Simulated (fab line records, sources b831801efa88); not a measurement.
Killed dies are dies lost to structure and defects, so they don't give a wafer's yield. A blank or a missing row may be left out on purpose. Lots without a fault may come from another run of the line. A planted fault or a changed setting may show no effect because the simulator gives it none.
fab line records | flow sky130 | part 2 of 2: steps 34 to 44 of 44
record lots=5 wafers=15 last_day=49
route steps=708 shown LDD_N@254 LDD_P@255 LDD_HVN@267 LDD_HVP@278 LDD_LDN@289
lots that met no fault: from a run of the same line without faults
start_h: hours from the record's first day to the start of the lot's first wafer shown | wait_h: hours since the lot's step before | " the same as in the row above | L1.1+2: a row that stands for several wafers | - no value, or no start given | * or withheld: withheld | < > ~ a bound
route shown NAME@n: a module of which the file shows steps, and the number in the route of the first | usual: mean/standard deviation of fault-free wafers | same: alike in all rows | chamber/n: place in a boat | sites: the reading at each site | _std_site: their standard deviation | _edge_site: outer sites' mean less inner sites' | radius_mm: how far each site lies from the wafer's centre | mask NAME#n: copy n | behind: the tool/chamber that last shaped the wafer | hold: why the lot was held/for how many hours/how that ended | device: the transistor (n, p or np) that didn't switch | end of line: the same wafers' tests at the end of the route | a step without rows: its recipe alone | killed: dies lost to structure and defects at the first sort, not the wafer's yield | map: a wafer's dies, x killed, . not, _ none there
set.NAME: the setting as run; set.NAME@STEP: as run at that earlier step | model.NAME: the simulator's own value behind a step, which no gauge read
lots at some steps of the route; a table a step, a row a wafer
services: from which hour (start_h, from the record's first day; less than 0 if before it) a tool's chamber was out of use, for how many hours, and why
## steps
# step SKY_LDD_HVP_STRIP_09
# recipe chemistry=O2/N2 power_w=1400 pressure_mtorr=1500 platen_temp_c=withheld o2_flow_sccm=3000 n2_flow_sccm=300 overash_fraction=0.5
# usual chamber_pressure_mTorr=1500.0/1.4 drypump_motor_current_A=5.81/0.28 n2_flow_sccm=299.9/0.89 oes_product_au=0.408/0.0044 strip_time_to_endpoint_s=4.130/0.015
# columns lot.wafer tool chamber start_h wait_h chamber_pressure_mTorr drypump_motor_current_A n2_flow_sccm oes_product_au rf_hours_counter_h strip_time_to_endpoint_s
L074.1 plasma_asher-03 0 500.94 0.1 1500.9 5.50 300.0 0.408 68 4.156
L074.3 " 0 " " 1501.0 5.50 298.9 0.404 - 4.143
L074.6 " 0 " " 1499.9 5.50 299.5 0.414 - 4.130
L076.2 plasma_asher-03 1 516.05 0.1 1500.4 5.55 297.7 0.408 70 4.118
L076.4 " 1 " " 1501.1 5.53 299.8 0.402 - 4.155
L076.6 " 1 " " 1500.7 5.54 299.9 0.410 - 4.131
L080.2 plasma_asher-03 0 561.55 0.1 1499.1 5.50 300.6 0.405 74 4.113
L080.3 " 1 " " 1499.1 5.52 299.6 0.406 - 4.124
L080.5 " 0 " " 1497.9 5.51 299.3 0.403 - 4.121
L088.2 plasma_asher-01 0 615.20 0.1 1501.8 5.92 299.7 0.408 95 4.121
L088.5 " 1 " " 1497.9 5.66 300.6 0.406 - 4.130
L088.6 " 0 " " 1503.5 5.90 300.0 0.408 - 4.111
L092.1 plasma_asher-02 0 653.35 0.1 1501.9 5.73 300.2 0.404 22 4.125
L092.2 " 1 " " 1501.8 6.26 299.6 0.410 22 4.123
L092.3 " 0 " " 1502.0 5.73 300.7 0.406 - 4.109
# step SKY_LDD_HVP_TW_MEAS_10
# usual LDD_HVP_TW=455/3.2
# columns lot.wafer tool chamber start_h wait_h LDD_HVP_TW
L074.1 film_metro-03 - 501.04 0.1 453
L074.3 " - " " 454
L074.6 " - " " 454
L076.2 film_metro-03 - 516.16 0.1 459
L076.4 " - " " 458
L076.6 " - " " 456
L080.2 film_metro-02 - 561.66 0.1 456
L080.3 " - " " 455
L080.5 " - " " 454
L088.2 film_metro-04 - 615.31 0.1 455
L088.5 " - " " 456
L088.6 " - " " 456
L092.1 film_metro-04 - 653.45 0.1 456
L092.2 " - " " 455
L092.3 " - " " 454
# step SKY_LDD_LDN_DEHYDRATE_00
# recipe temp_c=200 time_s=60
# columns lot.wafer tool chamber start_h wait_h
L074.1+3+6 litho_track-04 0 515.45 14.4
L076.2+4+6 litho_track-04 0 531.18 15.0
L080.2+3+5 litho_track-04 0 575.38 13.7
L088.2+5+6 litho_track-02 0 629.69 14.4
L092.1+2+3 litho_track-04 0 666.80 13.3
# step SKY_LDD_LDN_HMDS_01
# recipe prime_time_s=60 prime_temp_c=120
# columns lot.wafer tool chamber start_h wait_h
L074.1+3+6 litho_track-04 0 515.60 0.1
L076.2+4+6 litho_track-04 0 531.33 0.1
L080.2+3+5 litho_track-04 0 575.53 0.1
L088.2+5+6 litho_track-02 0 629.84 0.1
L092.1+2+3 litho_track-04 0 666.95 0.1
# step SKY_LDD_LDN_COAT_02
# recipe resist=NOVOLAK spin_rpm=3000 resist_thk_nm=1140
# columns lot.wafer tool chamber start_h wait_h
L074.1+3+6 litho_track-04 0 515.75 0.1
L076.2+4+6 litho_track-04 0 531.48 0.1
L080.2+3+5 litho_track-04 0 575.68 0.1
L088.2+5+6 litho_track-02 0 629.99 0.1
L092.1+2+3 litho_track-04 0 667.10 0.1
# step SKY_LDD_LDN_SOFTBAKE_03
# recipe temp_c=90 time_s=60 resist=NOVOLAK
# columns lot.wafer tool chamber start_h wait_h
L074.1+3+6 litho_track-04 0 515.90 0.1
L076.2+4+6 litho_track-04 0 531.63 0.1
L080.2+3+5 litho_track-04 0 575.83 0.1
L088.2+5+6 litho_track-02 0 630.14 0.1
L092.1+2+3 litho_track-04 0 667.25 0.1
# step SKY_LDD_LDN_EXPOSE_04
# recipe mask_id=LDNTM na=0.6 source_shape=conventional sigma_outer=0.6 polarization=unpolarized target_cd_nm=700 dose_mj=140
# usual focus_offset_nm=-0.1/0.55
# columns lot.wafer tool chamber start_h wait_h mask focus_offset_nm
L074.1 iline_stepper-01 0 - - LDNTM#0 -0.4
L074.3 " 0 " " LDNTM#0 1.1
L074.6 " 0 " " LDNTM#0 0.3
L076.2 iline_stepper-01 0 - - LDNTM#0 0.3
L076.4 " 0 " " LDNTM#0 0.4
L076.6 " 0 " " LDNTM#0 0.1
L080.2 iline_stepper-01 0 - - LDNTM#0 0.6
L080.3 " 0 " " LDNTM#0 -0.5
L080.5 " 0 " " LDNTM#0 0.0
L088.2 iline_stepper-02 0 - - LDNTM#0 0.4
L088.5 " 0 " " LDNTM#0 -0.1
L088.6 " 0 " " LDNTM#0 -0.3
L092.1 iline_stepper-01 0 - - LDNTM#0 -0.3
L092.2 " 0 " " LDNTM#0 -1.2
L092.3 " 0 " " LDNTM#0 0.1
# step SKY_LDD_LDN_PEB_05
# recipe temp_c=withheld time_s=* resist=NOVOLAK
# columns lot.wafer tool chamber start_h wait_h
L074.1+3+6 litho_track-02 0 - -
L076.2+4+6 litho_track-03 0 - -
L080.2+3+5 litho_track-03 0 - -
L088.2+5+6 litho_track-04 0 - -
L092.1+2+3 litho_track-02 0 - -
# step SKY_LDD_LDN_DEVELOP_06
# recipe resist=NOVOLAK developer=TMAH develop_time_s=60 dev_temp_c=23
# columns lot.wafer tool chamber start_h wait_h
L074.1+3+6 litho_track-02 0 531.11 0.1
L076.2+4+6 litho_track-03 0 546.06 0.1
L080.2+3+5 litho_track-03 0 590.36 0.1
L088.2+5+6 litho_track-04 0 643.88 0.1
L092.1+2+3 litho_track-02 0 681.41 0.1
# step SKY_LDD_LDN_OVL_MEAS_07
# usual LDD_LDN_OVL=-0.1/1.2
# columns lot.wafer tool chamber start_h wait_h LDD_LDN_OVL[nm]
L074.1 overlay-02 - 531.26 0.1 -0.9
L074.3 " - " " -1.6
L074.6 " - " " -1.1
L076.2 overlay-01 - 546.19 0.1 1.8
L076.4 " - " " 1.0
L076.6 " - " " 2.3
L080.2 overlay-01 - 590.49 0.1 -1.2
L080.3 " - " " -0.7
L080.5 " - " " -1.3
L088.2 overlay-01 - 644.01 0.1 1.4
L088.5 " - " " 0.8
L088.6 " - " " 3.1
L092.1 overlay-02 - 681.56 0.1 0.3
L092.2 " - " " -0.6
L092.3 " - " " 0.5
# step SKY_LDD_LDN_IMPLANT_08
# recipe species=As energy_kev=15 dose_cm2=1.25e+13 tilt_deg=withheld rotation_deg=23
# usual beam_energy_keV=15.000/0.0044
# columns lot.wafer tool chamber start_h wait_h beam_energy_keV
L074.1 implanter-01 0 531.30 0.0 15.003
L074.3 " 0 " " 14.998
L074.6 " 0 " " 15.003
L076.2 implanter-03 0 546.25 0.0 15.002
L076.4 " 0 " " 14.995
L076.6 " 0 " " 14.996
L080.2 implanter-03 0 590.55 0.0 15.001
L080.3 " 0 " " 14.996
L080.5 " 0 " " 15.001
L088.2 implanter-01 0 644.07 0.0 15.001
L088.5 " 0 " " 14.995
L088.6 " 0 " " 15.003
L092.1 implanter-04 0 681.60 0.0 15.003
L092.2 " 0 " " 15.001
L092.3 " 0 " " 14.994
## services
# columns tool chamber start_h hours kind
implanter-04 - 399.97 9.5 repair
implanter-03 - 401.86 3.4 repair
plasma_asher-02 - 421.25 9.0 pm
implanter-04 - 443.29 1.8 repair
implanter-03 - 443.98 4.0 pm
implanter-02 - 470.32 4.5 repair
plasma_asher-02 - 476.85 0.5 repair
iline_stepper-02 - 487.15 1.7 pm
plasma_asher-04 - 491.66 2.3 repair
iline_stepper-02 - 498.77 2.1 pm
implanter-02 - 501.86 3.3 repair
plasma_asher-04 - 502.20 2.8 pm
plasma_asher-02 - 522.21 6.2 repair
implanter-02 - 535.67 1.9 repair
implanter-03 - 552.31 1.4 repair
implanter-03 - 570.28 2.0 repair
plasma_asher-04 - 576.71 5.3 repair
iline_stepper-01 - 605.99 1.7 pm
implanter-01 - 622.27 0.9 repair
implanter-02 - 622.90 2.9 repair
iline_stepper-02 - 636.50 0.6 repair
iline_stepper-01 - 658.86 1.2 repair
implanter-03 - 661.19 1.5 repair
implanter-01 - 675.67 3.5 pm
